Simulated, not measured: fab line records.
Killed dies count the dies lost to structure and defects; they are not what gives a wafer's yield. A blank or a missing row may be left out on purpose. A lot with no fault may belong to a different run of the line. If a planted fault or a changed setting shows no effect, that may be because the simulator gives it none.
Which tool is to blame?	flow sky130	45 wafers from 15 lots sampled at 3 of the route's 708 steps

WHAT THE GAUGES SHOWED, per wafer
SKY_FIELD_ISO_BOW_MEAS_00. Usual: INCOMING_BOW 0 um, standard deviation 6.5.
lot	measured	on	INCOMING_BOW (um)	flag
L487	day 1 15:00	film-metro-03	-8 -12 -2	
L488	day 1 20:01	film-metro-01	-17 5 -4	
L489	day 2 01:01	film-metro-03	7 -4 -3	
L490	day 2 06:00	film-metro-01	1 2 -10	
L492	day 2 16:00	film-metro-03	-5 5 4	
L493	day 2 21:01	film-metro-01	-8 0 11	
L494	day 3 02:01	film-metro-01	6 -3 -3	
L500	day 4 08:00	film-metro-04	3 -5 -2	
L501	day 4 13:04	film-metro-04	2 -5 9	
L502	day 4 18:00	film-metro-04	-3 -5 -4	
L504	day 5 04:01	film-metro-01	-4 -10 7	
L505	day 5 09:00	film-metro-04	-6 5 1	
L507	day 5 19:00	film-metro-03	6 -12 -10	
L508	day 6 00:00	film-metro-04	6 -3 -2	
L509	day 6 05:01	film-metro-01	-3 0 5	

SKY_VT_ADJUST_HVTR_CD_MEAS_07 targets a cd of 380 nm. Usual: cd-nm at 379.8 nm, with a standard deviation of 2.2.
lot	measured	on	cd-nm (nm)	flag
L487	day 9 17:38	cd-sem-01	384.2 381.7 382.9	
L488	day 10 00:26	cd-sem-02	380.6 380.1 380.2	
L489	day 10 08:01	cd-sem-02	385.0 382.8 381.6	
L490	day 10 17:55	cd-sem-01	379.8 381.7 380.1	
L492	day 10 23:44	cd-sem-02	380.6 380.7 381.4	
L493	day 11 10:37	cd-sem-01	380.0 378.6 379.7	
L494	day 11 20:37	cd-sem-01	381.0 381.1 380.1	
L500	day 14 12:23	cd-sem-02	375.2 376.4 378.4	
L501	day 14 14:45	cd-sem-01	380.7 380.9 380.1	
L502	day 14 13:13	cd-sem-01	380.6 381.3 383.4	
L504	day 15 10:19	cd-sem-02	379.2 378.8 378.6	
L505	day 15 21:11	cd-sem-02	380.9 378.5 379.9	
L507	day 16 04:38	cd-sem-02	381.1 378.7 379.2	
L508	day 16 06:22	cd-sem-01	378.2 377.8 378.6	
L509	day 16 13:18	cd-sem-02	376.9 376.3 376.1	

TOOL THAT RAN EACH LOT (tool first, then ch and the chambers of the sampled wafers, then the start)
lot	SKY_FIELD_ISO_CMP_27
L487	cmp-02 ch 0,1, day 2 15:11
L488	cmp-01 ch 1,3, day 2 19:44
L489	cmp-02 ch 0,1,3, day 3 02:25
L490	cmp-01 ch 0,3, day 3 08:14
L492	cmp-02 ch 0,1,3, day 3 15:36
L493	cmp-01 ch 1,2,3, day 3 20:44
L494	cmp-01 ch 1,3, day 4 03:28
L500	cmp-02 ch 0,1,3, day 5 20:07
L501	cmp-02 ch 0,2,3, day 5 22:53
L502	cmp-01 ch 0,1,2, day 5 22:53
L504	cmp-02 ch 1,2,3, day 6 14:36
L505	cmp-01 ch 0,2,3, day 6 23:56
L507	cmp-02 ch 1,2,3, day 7 04:07
L508	cmp-01 ch 1,2,3, day 7 04:04
L509	cmp-01 ch 0,3, day 7 09:26
- SKY_FIELD_ISO_CMP_27: polishes, stops on Si3N4, t overpolish 16 s, target thk 457.8 nm.

AS READ BY THE TOOLS THEMSELVES (means over the sampled wafers that have a number; for cases with no such wafer, the mark the record gives instead)
SKY_FIELD_ISO_CMP_27. Usual: motor-current-A 11.8 A, standard deviation 0.85; overpolish-run-s 16.001 s, standard deviation 0.0093; platen-rpm 60.00 rpm, standard deviation 0.04; time-to-endpoint-s 111 s, standard deviation 3.5.
lot	tool	motor-current-A (A)	overpolish-run-s (s)	platen-rpm (rpm)	time-to-endpoint-s (s)	flag
L487	cmp-02	11.0	15.991	60.01	107	
L488	cmp-01	11.7	16.013	60.00	106	
L489	cmp-02	11.9	15.994	60.00	111	
L490	cmp-01	12.4	16.000	60.02	106	
L492	cmp-02	11.3	16.003	59.97	112	
L493	cmp-01	11.8	16.003	59.99	114	
L494	cmp-01	11.9	15.997	60.00	109	
L500	cmp-02	11.7	16.014	60.00	110	
L501	cmp-02	12.0	15.999	59.99	113	
L502	cmp-01	12.2	15.999	60.02	110	
L504	cmp-02	11.6	16.006	59.99	117	
L505	cmp-01	12.1	16.001	59.98	111	
L507	cmp-02	11.4	15.999	60.00	112	
L508	cmp-01	11.0	16.007	60.02	112	
L509	cmp-01	13.3	15.999	60.00	112	

THE ANSWER, worked out from the rows above alone
Rule: lot off if the mean of its wafers having a number is beyond 3 standard deviations from the usual mean. A lot without any number at a reading at which 4 lots or more have one is off too. All remaining lots with rows at the step are treated as sound. The gauges are gone through in route order, then the tools' own readings, and for those a lot's mean is taken as printed above. At the first step where some lot is off, the reading lying furthest off is the one used; lots without a number count as furthest.
No lot is off on any of the readings shown, so nothing can be concluded from this.

WHAT THE SIMULATOR HAD INSERTED
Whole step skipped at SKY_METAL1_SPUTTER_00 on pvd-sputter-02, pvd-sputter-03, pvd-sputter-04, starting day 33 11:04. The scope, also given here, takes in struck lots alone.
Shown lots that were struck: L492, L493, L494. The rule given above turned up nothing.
